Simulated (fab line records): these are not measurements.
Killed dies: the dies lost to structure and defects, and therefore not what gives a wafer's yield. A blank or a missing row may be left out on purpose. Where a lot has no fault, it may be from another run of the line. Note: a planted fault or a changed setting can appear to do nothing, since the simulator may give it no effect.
Which tool did it? | flow sfq_line | 12 lots, 36 wafers sampled, at 5 steps of a route of 325

## WHAT THE GAUGES SHOWED, per wafer
SFQ_I1_BOW_MEAS_912. Usual: I1_BOW 2 um, standard deviation 7.5.
lot  | measured     | on            | I1_BOW (um)  | flag
L325 | day 21 07:05 | film_metro-04 | 7 6 6        |
L326 | day 21 13:04 | film_metro-04 | -3 9 5       |
L330 | day 23 13:58 | film_metro-01 | -6 -1 4      |
L331 | day 25 03:40 | film_metro-01 | 9 3 -6       |
L332 | day 25 15:10 | film_metro-01 | -5 8 -1      |
L333 | day 25 21:50 | film_metro-01 | -8 3 6 - - - |
L335 | day 26 23:10 | film_metro-02 | 3 4 2 - - -  |
L339 | day 27 06:21 | film_metro-01 | 5 1 -12      |
L342 | day 27 12:25 | film_metro-01 | -11 1 3      |
L344 | day 27 15:25 | film_metro-04 | -12 -6 -6    |
L346 | day 27 18:21 | film_metro-01 | -1 10 5      |
L348 | day 28 00:21 | film_metro-04 | 2 10 1       |

## EACH LOT AND THE TOOL THAT RAN IT (in order: tool; ch and the chambers of the sampled wafers; start)
lot  | SFQ_TRILAYER_L0_STRIP_STRIP_009  | SFQ_TRILAYER_L0_VIA_ETCH_VIA_ETCH_016 | SFQ_TRILAYER_I1_DEP_PECVD_045   | SFQ_TRILAYER_I1_CMP_CMP_046
L325 | rie_metal-03 ch 0,1, day 4 04:43 | rie_diel-03 ch 2,3, day 6 16:20       | pecvd-01 ch 0,2, day 21 03:01   | cmp-01 ch 0,2,3, day 21 04:04
L326 | rie_metal-04 ch 0,1, day 4 08:19 | rie_diel-03 ch 1,2,3, day 7 00:44     | pecvd-03 ch 0,1,2, day 21 09:02 | cmp-01 ch 0,2,3, day 21 10:04
L330 | rie_metal-04 ch 0,1, day 5 02:20 | rie_diel-04 ch 0,1,3, day 8 03:48     | pecvd-04 ch 1,2, day 23 10:53   | cmp-02 ch 0,1,2, day 23 10:58
L331 | rie_metal-03 ch 0,1, day 5 09:05 | rie_diel-04 ch 0,1,3, day 8 11:00     | pecvd-03 ch 1,2, day 24 22:53   | cmp-01 ch 0,2,3, day 25 00:40
L332 | rie_metal-03 ch 0,1, day 5 13:53 | rie_diel-03 ch 0,1,3, day 8 17:00     | pecvd-04 ch 0,1, day 25 12:05   | cmp-01 ch 0,1,3, day 25 12:40
L333 | rie_metal-04 ch 0,1, day 5 17:29 | rie_diel-04 ch 0,2,3, day 8 19:24     | pecvd-04 ch 1,2, day 25 18:45   | cmp-01 ch 0,3, day 25 18:50
L335 | rie_metal-03 ch 0,1, day 6 05:34 | rie_diel-03 ch 0,1, day 9 13:24       | pecvd-01 ch 1,2, day 26 20:04   | cmp-01 ch 0,2, day 26 20:39
L339 | rie_metal-01 ch 0,1, day 7 05:36 | rie_diel-02 ch 0,2,3, day 10 15:56    | pecvd-04 ch 1,2, day 27 00:52   | cmp-02 ch 0,1,2, day 27 03:21
L342 | rie_metal-04 ch 0,1, day 8 00:53 | rie_diel-04 ch 0,3, day 11 14:44      | pecvd-04 ch 0,1,2, day 27 04:31 | cmp-02 ch 1,2, day 27 09:21
L344 | rie_metal-01 ch 0,1, day 8 12:26 | rie_diel-02 ch 0,1,3, day 12 09:56    | pecvd-01 ch 0,1,2, day 27 06:55 | cmp-02 ch 0,2,3, day 27 13:21
L346 | rie_metal-03 ch 0,1, day 8 23:02 | rie_diel-02 ch 0,2,3, day 13 01:10    | pecvd-03 ch 0,1,2, day 27 09:16 | cmp-02 ch 0,2,3, day 27 15:51
L348 | rie_metal-01 ch 0,1, day 9 15:50 | rie_diel-04 ch 2,3, day 13 16:46      | pecvd-03 ch 0,1,2, day 27 12:53 | cmp-02 ch 1,2,3, day 27 21:21
- SFQ_TRILAYER_L0_STRIP_STRIP_009: strips in O2.
- SFQ_TRILAYER_L0_VIA_ETCH_VIA_ETCH_016: etches SiO2 in CHF3, stops on MoNx KI, target depth 80 nm.
- SFQ_TRILAYER_I1_DEP_PECVD_045: deposits SiO2 from SiH4/N2O, time 111.11 s, target thk 500 nm.
- SFQ_TRILAYER_I1_CMP_CMP_046: polishes SiO2.

## AS READ BY THE TOOLS THEMSELVES (means over the sampled wafers that have a number; for cases with no such wafer, the mark the record gives instead)
SFQ_TRILAYER_L0_STRIP_STRIP_009. Usual: drypump_motor_current_A 5.8 A, standard deviation 0.33; oes_product_au 0.997 a.u., standard deviation 0.0082.
lot  | tool         | drypump_motor_current_A (A) | oes_product_au (a.u.) | flag
L325 | rie_metal-03 | 6.0                         | 0.992                 |
L326 | rie_metal-04 | 6.0                         | 1.007                 |
L330 | rie_metal-04 | 5.8                         | 0.994                 |
L331 | rie_metal-03 | 5.7                         | 0.991                 |
L332 | rie_metal-03 | 5.7                         | 0.994                 |
L333 | rie_metal-04 | 5.9                         | 0.993                 |
L335 | rie_metal-03 | 6.0                         | 0.999                 |
L339 | rie_metal-01 | 5.8                         | 1.004                 |
L342 | rie_metal-04 | 5.9                         | 0.998                 |
L344 | rie_metal-01 | 5.8                         | 0.992                 |
L346 | rie_metal-03 | 6.0                         | 0.999                 |
L348 | rie_metal-01 | 5.8                         | 0.993                 |

SFQ_TRILAYER_L0_VIA_ETCH_VIA_ETCH_016. Usual: drypump_motor_current_A 5.8 A, standard deviation 0.4; oes_product_au 0.844 a.u., standard deviation 0.0072.
lot  | tool        | drypump_motor_current_A (A) | oes_product_au (a.u.) | flag
L325 | rie_diel-03 | 5.4                         | 0.838                 |
L326 | rie_diel-03 | 5.6                         | 0.843                 |
L330 | rie_diel-04 | 6.0                         | 0.840                 |
L331 | rie_diel-04 | 6.0                         | 0.840                 |
L332 | rie_diel-03 | 5.4                         | 0.841                 |
L333 | rie_diel-04 | 5.9                         | 0.845                 |
L335 | rie_diel-03 | 5.7                         | 0.843                 |
L339 | rie_diel-02 | 6.0                         | 0.848                 |
L342 | rie_diel-04 | 6.2                         | 0.848                 |
L344 | rie_diel-02 | 6.0                         | 0.846                 |
L346 | rie_diel-02 | 6.0                         | 0.840                 |
L348 | rie_diel-04 | 6.0                         | 0.842                 |

SFQ_TRILAYER_I1_DEP_PECVD_045. Usual: heater_power_w 84 W, standard deviation 10; throttle_valve_pct 24.2 %, standard deviation 1.2.
lot  | tool     | heater_power_w (W) | throttle_valve_pct (%) | flag
L325 | pecvd-01 | 84                 | 24.5                   |
L326 | pecvd-03 | 83                 | 24.2                   |
L330 | pecvd-04 | 74                 | 26.1                   |
L331 | pecvd-03 | 83                 | 23.9                   |
L332 | pecvd-04 | 79                 | 22.7                   |
L333 | pecvd-04 | 72                 | 22.9                   |
L335 | pecvd-01 | 89                 | 23.5                   |
L339 | pecvd-04 | 77                 | 23.0                   |
L342 | pecvd-04 | 76                 | 23.1                   |
L344 | pecvd-01 | 86                 | 24.7                   |
L346 | pecvd-03 | 89                 | 24.5                   |
L348 | pecvd-03 | 84                 | 24.4                   |

SFQ_TRILAYER_I1_CMP_CMP_046. Usual: motor_current_A 10.4 A, standard deviation 1.3; platen_rpm 60.00 rpm, standard deviation 0.048; time_to_endpoint_s 217 s, standard deviation 6.7.
lot  | tool   | motor_current_A (A) | platen_rpm (rpm) | time_to_endpoint_s (s) | flag
L325 | cmp-01 | 10.3                | 60.00            | 216                    |
L326 | cmp-01 | 10.2                | 59.98            | 212                    |
L330 | cmp-02 | 10.4                | 60.02            | 217                    |
L331 | cmp-01 | 10.0                | 59.96            | 222                    |
L332 | cmp-01 | 10.0                | 60.01            | 220                    |
L333 | cmp-01 | 10.4                | 60.03            | 214                    |
L335 | cmp-01 | 11.3                | 60.00            | 203                    |
L339 | cmp-02 | 11.1                | 59.98            | 212                    |
L342 | cmp-02 | 9.7                 | 59.98            | 218                    |
L344 | cmp-02 | 10.9                | 60.01            | 212                    |
L346 | cmp-02 | 11.0                | 60.02            | 219                    |
L348 | cmp-02 | 9.5                 | 59.97            | 212                    |

## THE ANSWER, worked out from the rows above alone
Rule: take the mean of a lot's wafers that have a number; if it is more than 3 standard deviations from the usual mean, the lot is off. Also off: a lot with no number at a reading for which 4 or more lots have one. Any other lot the step has rows for is counted as sound. After the gauges, taken in route order, come the tools' own readings; for these a lot's mean is taken, as printed above. The first step at which some lot is off is used, and at that step the reading that is off furthest; a lot without a number counts as furthest.
Nothing can be told from this: no lot is off at any reading shown.

## WHAT WAS PUT IN BY THE SIMULATOR
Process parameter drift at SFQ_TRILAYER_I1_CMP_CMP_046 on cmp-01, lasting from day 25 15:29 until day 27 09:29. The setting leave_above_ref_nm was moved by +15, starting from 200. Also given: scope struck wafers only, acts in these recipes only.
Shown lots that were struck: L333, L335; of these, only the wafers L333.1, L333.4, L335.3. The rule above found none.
